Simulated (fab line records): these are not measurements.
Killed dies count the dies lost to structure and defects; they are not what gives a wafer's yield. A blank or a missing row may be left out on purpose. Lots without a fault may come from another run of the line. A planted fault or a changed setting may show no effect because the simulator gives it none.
Chamber matching ; flow sfq-line ; SFQ_TRILAYER_I6_CMP_CMP_166 on cmp-02: 4 sister chambers
The step polishes SiO2. 4 wafers are shown with their chamber, then 7 later ones without.

## WAFERS, EACH WITH ITS CHAMBER
wafer;chamber;time-to-endpoint-s (s)
L285.1;0;221
L287.2;1;230
L298.3;3;209
L298.4;2;214

## WAFERS WHOSE CHAMBER IS MISSING
wafer;time-to-endpoint-s (s)
L298.5;216
L300.2;212
L300.3;215
L300.5;218
L304.2;218
L304.1;217
L304.6;223

## EACH ONE'S CHAMBER
wafer;from the rows above;in truth
L298.5;can't be placed: 2 or 0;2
L300.2;can't be placed: 2 or 3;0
L300.3;2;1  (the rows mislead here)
L300.5;can't be placed: 0 or 2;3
L304.2;can't be placed: 0 or 2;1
L304.1;can't be placed: 2 or 0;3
L304.6;0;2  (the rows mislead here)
Correctly placed: 0 of 7. Not placeable from these rows: 5 (in 1, the candidates include the true chamber). Placed wrongly: 2.
How it was worked out, from the rows above alone: a wafer's distance from a chamber is the root of the sum, over the readings, of the square of ((its reading less the chamber's mean) divided by the reading's scatter). The wafer belongs to the nearest chamber; if the next one is less than 2 further off, it can't be placed. A chamber's mean is the mean of its shown wafers. The scatter (one wafer shown for each chamber): square how far every hidden wafer sits from the nearest shown wafer, average those squares and take the square root.
